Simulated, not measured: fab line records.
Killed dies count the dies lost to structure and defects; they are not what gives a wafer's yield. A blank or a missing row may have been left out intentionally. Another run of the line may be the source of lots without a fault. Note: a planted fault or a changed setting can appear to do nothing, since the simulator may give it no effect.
fab line records	flow sky130
record: lots: 14	wafers: 42	lastDay: 50
route steps=708 shown LDD_HVN@277 LDD_LDN@301 SD_N@346 RES_XHIGH@360
lots that met no fault: from a run of the same line without faults
startH: start of the lot's first displayed wafer, in hours after the record's first day	waitH: hours elapsed since this lot's preceding step	" repeats the value in the row above	L1.1+2: several wafers, shown together as one row	- value missing, or start not given	* or withheld: withheld	< > ~ a bound
route shown NAME@n: NAME is a module with steps in the file, n the number in the route of the first one	usual: mean and standard deviation over wafers with no fault	same: alike in all rows	chamber/n: place in a boat	sites: each site's reading	_std_site: standard deviation of those values	_edge_site: inner sites' mean taken away from outer sites' mean	radiusMm: how far each site lies from the wafer's centre	mask NAME#n: copy n	behind: the tool/chamber that last shaped the wafer	hold: why the lot was held/for how many hours/how that ended	device: transistor that didn't switch, given as n, p or np	end of line: tests run on the same wafers once the route is complete	a step with no rows: only its recipe	killed: dies that structure and defects cost at the first sort, which is not the same as the wafer's yield	map: per-die view of a wafer (x killed, . not killed, _ where there is no die)
set.NAME: the run value of the setting; set.NAME@STEP: its run value at that earlier step	model.NAME: the simulator's own value behind a step, which no gauge read
steps of the route over a sample of lots; a table a step, a row a wafer
services: from which hour (startH, from the record's first day; less than 0 if before it) a tool's chamber was out of use, for how many hours, and why
== steps ==
step: SKY_LDD_HVN_TW_MEAS_10
usual: LDD_HVN_TW: 1437/19
lot.wafer	tool	chamber	startH	waitH	LDD_HVN_TW
L699.3	filmMetro-03	-	465.54	0.1	1459
L699.4	"	-	"	"	1449
L699.5	"	-	"	"	1455
L700.3	filmMetro-02	-	470.80	0.1	1409
L700.4	"	-	"	"	1410
L700.6	"	-	"	"	1419
L701.1	filmMetro-04	-	479.98	0.1	1442
L701.3	"	-	"	"	1437
L701.6	"	-	"	"	1442
L703.1	filmMetro-04	-	516.82	0.1	1448
L703.5	"	-	"	"	1452
L703.6	"	-	"	"	1456
L705.1	filmMetro-04	-	528.42	0.1	1460
L705.3	"	-	"	"	1447
L705.6	"	-	"	"	1448
L706.2	filmMetro-04	-	540.53	0.1	1451
L706.4	"	-	"	"	1446
L706.6	"	-	"	"	1440
L707.1	filmMetro-04	-	552.07	0.1	1448
L707.2	"	-	"	"	1452
L707.3	"	-	"	"	1448
L709.2	filmMetro-04	-	564.88	0.1	1449
L709.4	"	-	"	"	1449
L709.5	"	-	"	"	1447
L710.4	filmMetro-02	-	571.15	0.1	1404
L710.5	"	-	"	"	1403
L710.6	"	-	"	"	1412
L711.3	filmMetro-02	-	578.74	0.1	1409
L711.4	"	-	"	"	1406
L711.6	"	-	"	"	1403
L718.1	filmMetro-03	-	627.52	0.1	1439
L718.4	"	-	"	"	1438
L718.5	"	-	"	"	1436
L719.2	filmMetro-04	-	643.04	0.1	1450
L719.4	"	-	"	"	1456
L719.5	"	-	"	"	1458
L721.3	filmMetro-03	-	656.94	0.1	1455
L721.4	"	-	"	"	1446
L721.6	"	-	"	"	1451
L722.4	filmMetro-03	-	668.01	0.1	1451
L722.5	"	-	"	"	1443
L722.6	"	-	"	"	1449
step: SKY_LDD_LDN_STRIP_12
recipe: chemistry: O2/N2	powerW: 1400	pressureMtorr: 1500	platenTempC: withheld	o2FlowSccm: 3000	n2FlowSccm: 300	overashFraction: 0.5
usual: drypumpMotorCurrentA: 5.7/0.34	oesProductAu: 0.716/0.0047	stripTimeToEndpointS: 14.19/0.038
lot.wafer	tool	chamber	startH	waitH	drypumpMotorCurrentA	oesProductAu	rfHoursCounterH	stripTimeToEndpointS
L699.3	plasmaAsher-02	0	528.16	0.1	6.0	0.718	-	14.14
L699.4	"	1	"	"	6.1	0.715	-	14.17
L699.5	"	1	"	"	6.2	0.710	-	14.19
L700.3	plasmaAsher-04	0	531.56	0.1	5.3	0.707	-	14.19
L700.4	"	1	"	"	5.6	0.716	-	14.15
L700.6	"	1	"	"	5.6	0.713	-	14.17
L701.1	plasmaAsher-02	1	541.79	0.1	6.1	0.718	77	14.18
L701.3	"	1	"	"	6.1	0.720	-	14.18
L701.6	"	0	"	"	6.0	0.714	-	14.16
L703.1	plasmaAsher-04	1	577.47	0.1	5.6	0.719	15	14.14
L703.5	"	1	"	"	5.6	0.720	-	14.13
L703.6	"	0	"	"	5.3	0.716	-	14.16
L705.1	plasmaAsher-04	0	589.32	0.1	5.3	0.716	16	14.19
L705.3	"	1	"	"	5.6	0.719	-	14.10
L705.6	"	0	"	"	5.3	0.716	-	14.17
L706.2	plasmaAsher-04	1	600.44	0.1	5.6	0.712	17	14.19
L706.4	"	1	"	"	5.6	0.706	-	14.18
L706.6	"	0	"	"	5.3	0.717	-	14.21
L707.1	plasmaAsher-01	0	611.69	0.1	5.5	0.716	44	14.20
L707.2	"	1	"	"	5.2	0.711	44	14.16
L707.3	"	1	"	"	5.2	0.711	-	14.22
L709.2	plasmaAsher-04	0	623.44	0.1	5.3	0.717	20	14.19
L709.4	"	0	"	"	5.3	0.708	-	14.22
L709.5	"	0	"	"	5.3	0.709	-	14.20
L710.4	plasmaAsher-01	1	630.21	0.1	5.2	0.715	-	14.09
L710.5	"	0	"	"	5.5	0.712	-	14.12
L710.6	"	1	"	"	5.2	0.713	-	14.12
L711.3	plasmaAsher-04	1	637.37	0.1	5.6	0.704	-	14.21
L711.4	"	0	"	"	5.3	0.722	-	14.22
L711.6	"	0	"	"	5.3	0.717	-	14.22
L718.1	plasmaAsher-02	1	683.72	0.1	6.1	0.713	91	14.20
L718.4	"	0	"	"	6.0	0.714	-	14.21
L718.5	"	0	"	"	6.0	0.713	-	14.22
L719.2	plasmaAsher-01	0	699.77	0.1	5.5	0.720	53	14.17
L719.4	"	0	"	"	5.5	0.708	-	14.19
L719.5	"	1	"	"	5.2	0.720	-	14.21
L721.3	plasmaAsher-02	1	713.73	0.1	6.1	0.717	-	14.20
L721.4	"	0	"	"	6.0	0.714	-	14.19
L721.6	"	1	"	"	6.1	0.721	-	14.21
L722.4	plasmaAsher-02	0	723.96	0.1	6.0	0.716	-	14.15
L722.5	"	0	"	"	6.0	0.715	-	14.21
L722.6	"	1	"	"	6.2	0.714	-	14.18
step: SKY_SD_N_EXPOSE_04
recipe: maskId: NSDM	na: 0.6	sourceShape: conventional	sigmaOuter: 0.6	polarization: unpolarized	targetCdNm: 380	doseMj: 141
usual: exposureDoseMJCm2: 140.86/0.15	focusOffsetNm: 0.0/0.56	reticleTempC: 23.02/0.11
lot.wafer	tool	chamber	startH	waitH	mask	exposureDoseMJCm2	focusOffsetNm	reticleTempC
L699.3	ilineStepper-02	0	634.64	-	NSDM#0	140.50	-0.4	23.06
L699.4	"	0	"	"	NSDM#0	140.81	-1.1	23.04
L699.5	"	0	"	"	NSDM#0	140.82	0.2	23.02
L700.3	ilineStepper-02	0	636.44	-	NSDM#0	141.09	0.0	23.02
L700.4	"	0	"	"	NSDM#0	141.04	-0.2	23.11
L700.6	"	0	"	"	NSDM#0	140.98	-0.2	22.93
L701.1	ilineStepper-01	0	646.78	-	NSDM#0	140.74	1.5	22.98
L701.3	"	0	"	"	NSDM#0	140.86	0.6	23.03
L701.6	"	0	"	"	NSDM#0	140.92	0.8	22.98
L703.1	ilineStepper-02	0	683.18	-	NSDM#0	140.85	-0.5	22.83
L703.5	"	0	"	"	NSDM#0	140.70	-0.7	22.86
L703.6	"	0	"	"	NSDM#0	140.87	-0.2	22.79
L705.1	ilineStepper-01	0	691.83	-	NSDM#0	140.70	0.2	23.13
L705.3	"	0	"	"	NSDM#0	140.69	0.0	23.00
L705.6	"	0	"	"	NSDM#0	140.95	-0.7	22.86
L706.2	ilineStepper-02	0	701.70	-	NSDM#0	140.94	-0.1	23.10
L706.4	"	0	"	"	NSDM#0	140.73	-0.3	23.10
L706.6	"	0	"	"	NSDM#0	140.77	-1.1	23.10
L707.1	ilineStepper-01	0	713.01	-	NSDM#0	140.86	0.4	23.01
L707.2	"	0	"	"	NSDM#0	140.95	0.2	23.16
L707.3	"	0	"	"	NSDM#0	140.87	0.4	23.04
L709.2	ilineStepper-02	0	725.38	-	NSDM#0	140.99	0.4	23.13
L709.4	"	0	"	"	NSDM#0	141.01	0.4	23.26
L709.5	"	0	"	"	NSDM#0	141.24	0.4	22.97
L710.4	ilineStepper-01	0	743.59	-	NSDM#0	140.92	0.0	22.93
L710.5	"	0	"	"	NSDM#0	140.94	0.0	23.07
L710.6	"	0	"	"	NSDM#0	140.88	-1.0	23.12
L711.3	ilineStepper-02	0	744.45	-	NSDM#0	140.95	-0.3	23.06
L711.4	"	0	"	"	NSDM#0	140.84	0.3	23.10
L711.6	"	0	"	"	NSDM#0	140.73	0.6	23.31
L718.1	ilineStepper-01	-	782.71	-	NSDM#0	-	-	-
L718.4	"	-	"	"	NSDM#0	-	-	-
L718.5	"	-	"	"	NSDM#0	-	-	-
L719.2	ilineStepper-01	-	796.91	-	NSDM#0	-	-	-
L719.4	"	-	"	"	NSDM#0	-	-	-
L719.5	"	-	"	"	NSDM#0	-	-	-
L721.3	ilineStepper-02	0	811.48	-	NSDM#0	140.79	-0.3	23.09
L721.4	"	0	"	"	NSDM#0	140.71	-1.3	22.95
L721.6	"	0	"	"	NSDM#0	140.75	0.2	23.06
L722.4	ilineStepper-01	0	823.14	-	NSDM#0	140.76	0.1	22.96
L722.5	"	0	"	"	NSDM#0	141.00	0.4	23.09
L722.6	"	0	"	"	NSDM#0	141.00	0.1	23.10
step: SKY_SD_N_RS_MEAS_18
recipe: thkMeasGauge: four-point-probe
usual: RES_XHIGH_RS: 332.8/1.2
lot.wafer	tool	chamber	startH	waitH	RES_XHIGH_RS[ohm/sq]
L699.3	filmMetro-04	-	648.21	0.1	332.7
L699.4	"	-	"	"	333.7
L699.5	"	-	"	"	333.4
L700.3	filmMetro-04	-	649.36	0.1	333.7
L700.4	"	-	"	"	333.7
L700.6	"	-	"	"	333.6
L701.1	filmMetro-02	-	662.29	0.1	332.7
L701.3	"	-	"	"	332.8
L701.6	"	-	"	"	333.1
L703.1	filmMetro-02	-	699.22	0.1	333.2
L703.5	"	-	"	"	333.3
L703.6	"	-	"	"	335.2
L705.1	filmMetro-04	-	706.04	0.1	334.4
L705.3	"	-	"	"	335.7
L705.6	"	-	"	"	334.8
L706.2	filmMetro-03	-	716.34	0.1	334.6
L706.4	"	-	"	"	333.9
L706.6	"	-	"	"	332.4
L707.1	filmMetro-03	-	728.67	0.1	332.3
L707.2	"	-	"	"	331.6
L707.3	"	-	"	"	330.7
L709.2	filmMetro-02	-	738.89	0.1	333.9
L709.4	"	-	"	"	332.6
L709.5	"	-	"	"	333.2
L710.4	filmMetro-04	-	758.95	0.1	333.2
L710.5	"	-	"	"	332.9
L710.6	"	-	"	"	332.1
L711.3	filmMetro-03	-	759.59	0.1	333.2
L711.4	"	-	"	"	332.9
L711.6	"	-	"	"	331.2
L718.1	filmMetro-04	-	796.07	0.1	332.1
L718.4	"	-	"	"	332.2
L718.5	"	-	"	"	332.8
L719.2	filmMetro-03	-	811.64	0.1	333.8
L719.4	"	-	"	"	333.4
L719.5	"	-	"	"	333.7
L721.3	filmMetro-04	-	824.61	0.1	331.3
L721.4	"	-	"	"	332.5
L721.6	"	-	"	"	332.0
L722.4	filmMetro-04	-	838.00	0.1	332.5
L722.5	"	-	"	"	332.9
L722.6	"	-	"	"	333.2
== services ==
tool	chamber	startH	hours	kind
plasmaAsher-01	-	535.73	6.1	repair
ilineStepper-02	-	536.11	1.7	pm
plasmaAsher-01	-	559.72	3.9	repair
plasmaAsher-02	-	582.04	4.4	repair
ilineStepper-01	-	624.48	8.9	pm
ilineStepper-01	-	657.97	4.9	repair
ilineStepper-02	-	669.02	8.7	repair
ilineStepper-01	-	677.70	1.7	pm
plasmaAsher-02	-	680.40	2.8	pm
ilineStepper-02	0	694.75	-	calibration
plasmaAsher-04	-	700.29	14.6	pm
ilineStepper-01	0	718.68	-	calibration
ilineStepper-02	-	754.29	1.7	pm
plasmaAsher-02	-	757.55	0.7	repair
ilineStepper-02	-	807.47	3.6	repair
plasmaAsher-01	-	810.50	2.8	pm
== key ==
firstSign: step: SKY_SD_N_EXPOSE_04	reading: toolRecord	direction: missing
effect none on later readings
metAt SKY_SD_N_EXPOSE_04
struckLots L718,L719
sortLeftOut L718.1,L718.4,L718.5,L719.2,L719.4,L719.5
testerLeftOut L718,L719
notActingAt SKY_LDD_HVN_TW_MEAS_10,SKY_LDD_LDN_STRIP_12,SKY_SD_N_RS_MEAS_18
onsetBetween 743.59 782.71
fault: kind: skippedStepWhole	tool: ilineStepper-01	chamber: -	onsetH: 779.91	steps: SKY_SD_N_EXPOSE_04	scope: struckLotsOnly
testerLeftOut: of these lots the tester's yield and bins aren't shown, on N5 and GAA mostly nor the transistor test; their killed dies are dies lost to structure and defects alone, not to doping, threshold or leakage, so they don't give the yield
sortLeftOut: the simulated sort isn't trusted on such a fault, so these wafers' sort isn't shown, and their yield isn't known
